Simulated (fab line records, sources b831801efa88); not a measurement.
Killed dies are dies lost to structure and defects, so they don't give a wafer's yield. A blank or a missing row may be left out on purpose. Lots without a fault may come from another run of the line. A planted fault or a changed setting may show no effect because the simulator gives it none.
Which tool did it? | flow gf180mcu | 11 lots, 33 wafers sampled, at 5 steps of a route of 602

WHAT THE GAUGES READ, wafer by wafer
GF_DUAL_GATE_THK_MEAS_03. Usual: DUAL_GATE_OXIDATION_00_THK 10.86 nm, standard deviation 0.21.
lot  | measured     | on            | DUAL_GATE_OXIDATION_00_THK (nm) | flag
L539 | day 7 16:35  | film_metro-01 | 11.22 11.42 11.39               |
L540 | day 8 00:31  | film_metro-01 | 10.48 10.39 10.53               |
L542 | day 8 11:49  | film_metro-01 | 10.59 10.62 10.68               |
L544 | day 9 01:47  | film_metro-01 | 10.69 10.79 11.01               |
L548 | day 10 18:20 | film_metro-03 | 11.00 10.99 10.99               |
L549 | day 10 18:20 | film_metro-01 | 10.79 10.72 10.79               |
L550 | day 11 02:56 | film_metro-01 | 11.11 11.00 11.03               |
L553 | day 11 16:40 | film_metro-03 | 12.21 12.00 12.41               | OFF
L554 | day 11 18:12 | film_metro-02 | 12.40 12.52 12.45               | OFF
L555 | day 12 01:58 | film_metro-03 | 12.06 12.15 12.10               | OFF
L556 | day 12 08:59 | film_metro-02 | 10.76 10.79 10.76               |

GF_HV_LDD_CD_MEAS_07: target cd 400 nm. Usual: cd_nm 398.5 nm, standard deviation 2.2.
lot  | measured     | on        | cd_nm (nm)        | flag
L539 | day 10 00:36 | cd_sem-02 | 403.0 404.4 401.8 |
L540 | day 10 10:17 | cd_sem-01 | 401.8 400.6 401.5 |
L542 | day 10 21:56 | cd_sem-01 | 398.9 399.9 397.6 |
L544 | day 11 18:18 | cd_sem-02 | 398.9 397.8 397.8 |
L548 | day 13 07:17 | cd_sem-02 | 398.9 398.8 398.4 |
L549 | day 13 07:35 | cd_sem-01 | 399.8 397.9 397.2 |
L550 | day 13 19:54 | cd_sem-02 | 393.1 393.3 393.6 |
L553 | day 14 15:19 | cd_sem-02 | 400.2 397.6 398.3 |
L554 | day 14 15:35 | cd_sem-01 | 397.6 399.5 398.6 |
L555 | day 15 02:05 | cd_sem-01 | 398.0 396.6 398.8 |
L556 | day 15 09:54 | cd_sem-02 | 398.4 397.7 397.7 |

WHICH TOOL RAN EACH LOT (tool, then ch and the chambers of the sampled wafers, then the start)
lot  | GF_VT_IMPLANT_STRIP_20               | GF_VT_IMPLANT_STRIP_31               | GF_DUAL_GATE_OXIDATION_02
L539 | plasma_asher-04 ch 0,1, day 6 07:32  | plasma_asher-01 ch 0,1, day 6 23:11  | furnace-01 ch 0, day 7 15:08
L540 | plasma_asher-01 ch 0,1, day 6 14:17  | plasma_asher-02 ch 0,1, day 7 05:41  | furnace-02 ch 0, day 7 23:05
L542 | plasma_asher-04 ch 0,1, day 7 01:13  | plasma_asher-01 ch 0,1, day 7 16:38  | furnace-02 ch 0, day 8 10:22
L544 | plasma_asher-04 ch 0,1, day 7 13:18  | plasma_asher-01 ch 0,1, day 8 05:18  | furnace-01 ch 0, day 9 00:19
L548 | plasma_asher-01 ch 0,1, day 8 23:02  | plasma_asher-01 ch 0,1, day 9 16:23  | furnace-02 ch 0, day 10 16:53
L549 | plasma_asher-04 ch 0,1, day 9 02:29  | plasma_asher-01 ch 0,1, day 9 18:46  | furnace-02 ch 0, day 10 16:53
L550 | plasma_asher-01 ch 0,1, day 9 09:10  | plasma_asher-01 ch 0,1, day 10 03:34 | furnace-02 ch 0, day 11 01:28
L553 | plasma_asher-04 ch 0,1, day 10 03:52 | plasma_asher-02 ch 0,1, day 10 20:40 | furnace-02 ch 0, day 11 15:12
L554 | plasma_asher-01 ch 0,1, day 10 05:05 | plasma_asher-01 ch 0,1, day 10 22:11 | furnace-02 ch 0, day 11 16:45
L555 | plasma_asher-04 ch 0,1, day 10 12:06 | plasma_asher-02 ch 0,1, day 11 05:10 | furnace-02 ch 0, day 12 00:30
L556 | plasma_asher-01 ch 0,1, day 10 18:10 | plasma_asher-01 ch 0,1, day 11 11:40 | furnace-01 ch 0, day 12 07:31
- GF_VT_IMPLANT_STRIP_20: strips in O2/N2.
- GF_VT_IMPLANT_STRIP_31: strips in O2/N2.
- GF_DUAL_GATE_OXIDATION_02: stabilise 600 s, purge 300 s, target thk 10.887 nm.

WHAT THE TOOLS THEMSELVES READ (means of the sampled wafers that have a number; where no wafer has one, the mark that the record gives instead)
GF_VT_IMPLANT_STRIP_20. Usual: drypump_motor_current_A 5.6 A, standard deviation 0.65; heater_power_w 322 W, standard deviation 26; oes_product_au 0.716 a.u., standard deviation 0.0044; platen_temp_c 249.97 C, standard deviation 0.18; strip_time_to_endpoint_s 12.65 s, standard deviation 0.035.
lot  | tool            | drypump_motor_current_A (A) | heater_power_w (W) | oes_product_au (a.u.) | platen_temp_c (C) | strip_time_to_endpoint_s (s) | flag
L539 | plasma_asher-04 | 5.5                         | 299                | 0.713                 | 250.04            | 12.68                        |
L540 | plasma_asher-01 | 5.7                         | 342                | 0.715                 | 249.92            | 12.63                        |
L542 | plasma_asher-04 | 5.5                         | 297                | 0.717                 | 249.85            | 12.66                        |
L544 | plasma_asher-04 | 5.5                         | 296                | 0.716                 | 249.98            | 12.60                        |
L548 | plasma_asher-01 | 5.7                         | 342                | 0.715                 | 249.92            | 12.71                        |
L549 | plasma_asher-04 | 6.0                         | 318                | 0.716                 | 250.05            | 12.66                        |
L550 | plasma_asher-01 | 5.6                         | 345                | 0.716                 | 250.16            | 12.64                        |
L553 | plasma_asher-04 | 5.5                         | 295                | 0.716                 | 249.87            | 12.65                        |
L554 | plasma_asher-01 | 5.7                         | 353                | 0.719                 | 250.02            | 12.57                        |
L555 | plasma_asher-04 | 6.0                         | 314                | 0.720                 | 249.93            | 12.63                        |
L556 | plasma_asher-01 | 5.7                         | 346                | 0.716                 | 250.01            | 12.61                        |

GF_VT_IMPLANT_STRIP_31. Usual: drypump_motor_current_A 5.5 A, standard deviation 0.59; heater_power_w 329 W, standard deviation 23; oes_product_au 0.715 a.u., standard deviation 0.0047; platen_temp_c 249.97 C, standard deviation 0.18; strip_time_to_endpoint_s 12.64 s, standard deviation 0.033.
lot  | tool            | drypump_motor_current_A (A) | heater_power_w (W) | oes_product_au (a.u.) | platen_temp_c (C) | strip_time_to_endpoint_s (s) | flag
L539 | plasma_asher-01 | 5.7                         | 350                | 0.714                 | 250.00            | 12.69                        |
L540 | plasma_asher-02 | 5.3                         | 323                | 0.714                 | 249.96            | 12.62                        |
L542 | plasma_asher-01 | 5.7                         | 347                | 0.715                 | 250.08            | 12.64                        |
L544 | plasma_asher-01 | 5.3                         | 343                | 0.717                 | 249.74            | 12.60                        |
L548 | plasma_asher-01 | 5.7                         | 350                | 0.714                 | 249.88            | 12.63                        |
L549 | plasma_asher-01 | 5.7                         | 349                | 0.714                 | 250.04            | 12.62                        |
L550 | plasma_asher-01 | 5.3                         | 341                | 0.718                 | 249.98            | 12.62                        |
L553 | plasma_asher-02 | 5.5                         | 335                | 0.713                 | 250.05            | 12.66                        |
L554 | plasma_asher-01 | 5.3                         | 341                | 0.716                 | 250.08            | 12.62                        |
L555 | plasma_asher-02 | 5.5                         | 328                | 0.717                 | 249.96            | 12.66                        |
L556 | plasma_asher-01 | 5.7                         | 347                | 0.715                 | 250.03            | 12.63                        |

GF_DUAL_GATE_OXIDATION_02. Usual: spike_tc_bottom_C 916.7 C, standard deviation 1.3; spike_tc_centre_C 900.2 C, standard deviation 1.2; spike_tc_lower_C 900.7 C, standard deviation 1.2; spike_tc_top_C 906.9 C, standard deviation 1.2; spike_tc_upper_C 899.9 C, standard deviation 1.1; zone_power_upper_pct 18.00 %, standard deviation 0.18.
lot  | tool       | spike_tc_bottom_C (C) | spike_tc_centre_C (C) | spike_tc_lower_C (C) | spike_tc_top_C (C) | spike_tc_upper_C (C) | zone_power_upper_pct (%) | flag
L539 | furnace-01 | 918.7                 | 899.7                 | 902.1                | 909.4              | 899.4                | 17.87                    |
L540 | furnace-02 | 915.6                 | 900.8                 | 900.7                | 906.6              | 900.3                | 17.70                    |
L542 | furnace-02 | 915.9                 | 901.0                 | 900.1                | 905.2              | 899.5                | 17.98                    |
L544 | furnace-01 | 917.6                 | 899.0                 | 901.2                | 907.5              | 899.6                | 17.96                    |
L548 | furnace-02 | 915.8                 | 900.0                 | 900.1                | 906.8              | 899.2                | 18.04                    |
L549 | furnace-02 | 917.1                 | 900.5                 | 900.8                | 907.0              | 900.9                | 18.04                    |
L550 | furnace-02 | 916.5                 | 900.3                 | 899.4                | 907.2              | 900.0                | 18.10                    |
L553 | furnace-02 | 927.1                 | 911.5                 | 911.1                | 917.1              | 911.9                | 18.47                    | OFF
L554 | furnace-02 | 926.3                 | 911.8                 | 913.0                | 917.8              | 911.7                | 18.63                    | OFF
L555 | furnace-02 | 928.4                 | 912.1                 | 911.6                | 919.1              | 911.2                | 18.58                    | OFF
L556 | furnace-01 | 918.1                 | 898.1                 | 900.7                | 907.3              | 900.4                | 17.81                    |

THE ANSWER, worked out from the rows above alone
Rule: a lot is off if the mean of its wafers that have a number lies more than 3 standard deviations from the usual mean. A lot without any number at a reading at which 4 lots or more have one is off too. The other lots that the step has rows for count as sound. The gauges are gone through in route order, then the tools' own readings, and for those a lot's mean is taken as printed above. The first step at which some lot is off is used, and at that step the reading that is off furthest; a lot without a number counts as furthest.
Off: L553, L554, L555, at GF_DUAL_GATE_THK_MEAS_03 (DUAL_GATE_OXIDATION_00_THK).
A tool fits if, at a process step before that reading, it ran every lot that is off, and no sound lot after the first of them. The gauges at GF_DUAL_GATE_THK_MEAS_03 aren't tried: what is off there is off at GF_DUAL_GATE_OXIDATION_02 too, on other tools, and a gauge's error can't cause that. One fits: furnace-02 at GF_DUAL_GATE_OXIDATION_02. Its last sound lot is L550 (day 11 01:28), its first lot that is off L553 (day 11 15:12): a fault that began between those two fits.
The tool's own readings at GF_DUAL_GATE_OXIDATION_02 bear it out: on the lots that are off they differ by more than 5 times the standard deviation of the sound lots' means. spike_tc_bottom_C reads 927.3 C there against 916.9 C on the sound lots; spike_tc_centre_C reads 911.8 C there against 899.9 C on the sound lots; spike_tc_lower_C reads 911.9 C there against 900.6 C on the sound lots; spike_tc_top_C reads 918.0 C there against 907.1 C on the sound lots; spike_tc_upper_C reads 911.6 C there against 899.9 C on the sound lots.

WHAT THE SIMULATOR HAD PUT IN
Process parameter drift: furnace-02, from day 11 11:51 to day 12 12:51, at GF_DUAL_GATE_OXIDATION_02. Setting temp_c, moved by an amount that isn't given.
Lots struck among those shown: L553, L554, L555. The rule above found the same.
